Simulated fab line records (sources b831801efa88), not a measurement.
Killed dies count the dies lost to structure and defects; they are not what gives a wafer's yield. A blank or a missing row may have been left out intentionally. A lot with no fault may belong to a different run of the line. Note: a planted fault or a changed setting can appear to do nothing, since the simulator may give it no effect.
A lot that was struck, set against a sound lot ; flow gf180mcu ; 43 steps out of a route of 602
Sound: these wafers, L377.3, L377.5, L377.6. Struck: wafers L390.2, L390.4, L390.6. Last of all comes the cause.
Order at every step that has rows: each side's tool, ch and its chambers, its first start. Under that, the readings that differ: sound wafers ; struck wafers ; difference of the means ; sigmas: that difference in standard deviations of wafers without a fault.
alike: readings whose means differ by less than 2 such deviations, and words and numbers that are the same on both sides. not compared: withheld readings, readings that some wafer has no value for, bounds like >300 that may hide the same value, and numbers for which the record gives no deviation and whose values overlap.
Wherever a step has rows on one side only, a row that says differs or no value, or a row with sigmas, the two part there. Non-overlapping numbers with no deviation appear without sigmas and do not part them. A reading that every wafer of one side lacks parts them only if that side has two wafers or more.

first, 2 steps without rows for these wafers: GF_NWELL_IMPLANT_08; GF_NWELL_IMPLANT_09.
GF_NWELL_STRIP_10: strips in O2/N2.
  sound on plasma_asher-03 ch 0,1, day 3 05:40; struck on plasma_asher-01 ch 1, day 6 08:48
reading;sound;struck;difference;sigmas
heater_power_w (W);287 300 320;383 385 375;+79;+2
  alike: drypump_motor_current_A, oes_product_au, strip_time_to_endpoint_s
  not compared: rf_hours_counter_h
GF_NWELL_TW_MEAS_11:
  sound on film_metro-04 at day 3 05:45; struck on film_metro-01 at day 6 08:55
  alike: NWELL_TW
then, 7 steps without rows for these wafers: GF_LVPWELL_DEHYDRATE_00 (time 60 s); GF_LVPWELL_HMDS_01 (prime time 60 s); GF_LVPWELL_COAT_02 (resist thk 3000 nm); GF_LVPWELL_SOFTBAKE_03; GF_LVPWELL_EXPOSE_04 (exposes mask LVPWELL, target cd 600 nm); GF_LVPWELL_PEB_05; GF_LVPWELL_DEVELOP_06 (develop time 60 s).
GF_LVPWELL_OVL_MEAS_07:
  sound on overlay-02 at day 3 18:29; struck on overlay-02 at day 6 23:25
  alike: LVPWELL_OVL
GF_LVPWELL_IMPLANT_08:
  sound on implanter-01 ch 0, day 3 18:34; struck on implanter-03, day 6 23:28
  no value came back on the struck wafers for beam_energy_keV, beam_on_s (s), faraday_current_uA; on the sound wafers beam_energy_keV reads 169.97 169.92 170.04
next, for these wafers, 1 step has no rows: GF_LVPWELL_IMPLANT_09.
GF_LVPWELL_STRIP_10: strips in O2/N2.
  sound on plasma_asher-04 ch 0,1, day 3 18:50; struck on plasma_asher-03 ch 0,1, day 6 23:45
  alike: drypump_motor_current_A, heater_power_w, oes_product_au, strip_time_to_endpoint_s
  not compared: rf_hours_counter_h
GF_LVPWELL_TW_MEAS_11:
  sound on film_metro-01 at day 3 18:56; struck on film_metro-01 at day 6 23:52
reading;sound;struck;difference;sigmas
LVPWELL_TW;550 550 552;337 336 338;-214;-69
then, 7 steps without rows for these wafers: GF_MVSD_DEHYDRATE_00 (time 60 s); GF_MVSD_HMDS_01 (prime time 60 s); GF_MVSD_COAT_02 (resist thk 3000 nm); GF_MVSD_SOFTBAKE_03; GF_MVSD_EXPOSE_04 (exposes mask MVSD, target cd 1000 nm); GF_MVSD_PEB_05; GF_MVSD_DEVELOP_06 (develop time 60 s).
GF_MVSD_OVL_MEAS_07:
  sound on overlay-02 at day 4 07:20; struck on overlay-02 at day 7 14:43
  alike: MVSD_OVL
then, 2 steps without rows for these wafers: GF_MVSD_IMPLANT_08; GF_MVSD_IMPLANT_09.
GF_MVSD_STRIP_10: strips in O2/N2.
  sound on plasma_asher-02 ch 0,1, day 4 07:41; struck on plasma_asher-04 ch 1, day 7 15:03
  alike: drypump_motor_current_A, heater_power_w, oes_product_au, strip_time_to_endpoint_s
  not compared: rf_hours_counter_h
GF_MVSD_TW_MEAS_11:
  sound on film_metro-04 at day 4 07:46; struck on film_metro-03 at day 7 15:10
  alike: MVSD_TW
then, 7 steps without rows for these wafers: GF_MVPSD_DEHYDRATE_00 (time 60 s); GF_MVPSD_HMDS_01 (prime time 60 s); GF_MVPSD_COAT_02 (resist thk 3000 nm); GF_MVPSD_SOFTBAKE_03; GF_MVPSD_EXPOSE_04 (exposes mask MVPSD, target cd 1000 nm); GF_MVPSD_PEB_05; GF_MVPSD_DEVELOP_06 (develop time 60 s).
GF_MVPSD_OVL_MEAS_07:
  sound on overlay-02 at day 4 21:28; struck on overlay-02 at day 8 07:27
  alike: MVPSD_OVL
then, 2 steps without rows for these wafers: GF_MVPSD_IMPLANT_08; GF_MVPSD_IMPLANT_09.
GF_MVPSD_STRIP_10: strips in O2/N2.
  sound on plasma_asher-01 ch 0,1, day 4 21:49; struck on plasma_asher-02 ch 1, day 8 07:47
  alike: drypump_motor_current_A, heater_power_w, oes_product_au, strip_time_to_endpoint_s
  not compared: rf_hours_counter_h
GF_MVPSD_TW_MEAS_11:
  sound on film_metro-04 at day 4 21:54; struck on film_metro-01 at day 8 07:53
  alike: MVPSD_TW
then, 2 steps without rows for these wafers: GF_VT_IMPLANT_DEHYDRATE_00 (time 60 s); GF_VT_IMPLANT_HMDS_01 (prime time 60 s).
-- the record jumps here: 3 days lie between the struck wafers' starts before and after --
GF_VT_IMPLANT_RS_MEAS_48: measures by four-point-probe.
  sound on film_metro-03 at day 7 08:11; struck on film_metro-01 at day 11 06:33
reading;sound;struck;difference;sigmas
LVPWELL_RS (ohm/sq);1202 1199 1202;3822 3822 3831;+2624;+99 or more

WHERE THEY PART
Last at GF_VT_IMPLANT_RS_MEAS_48 as far as this record goes, first at GF_NWELL_STRIP_10.

WHY: the cause the simulator had injected
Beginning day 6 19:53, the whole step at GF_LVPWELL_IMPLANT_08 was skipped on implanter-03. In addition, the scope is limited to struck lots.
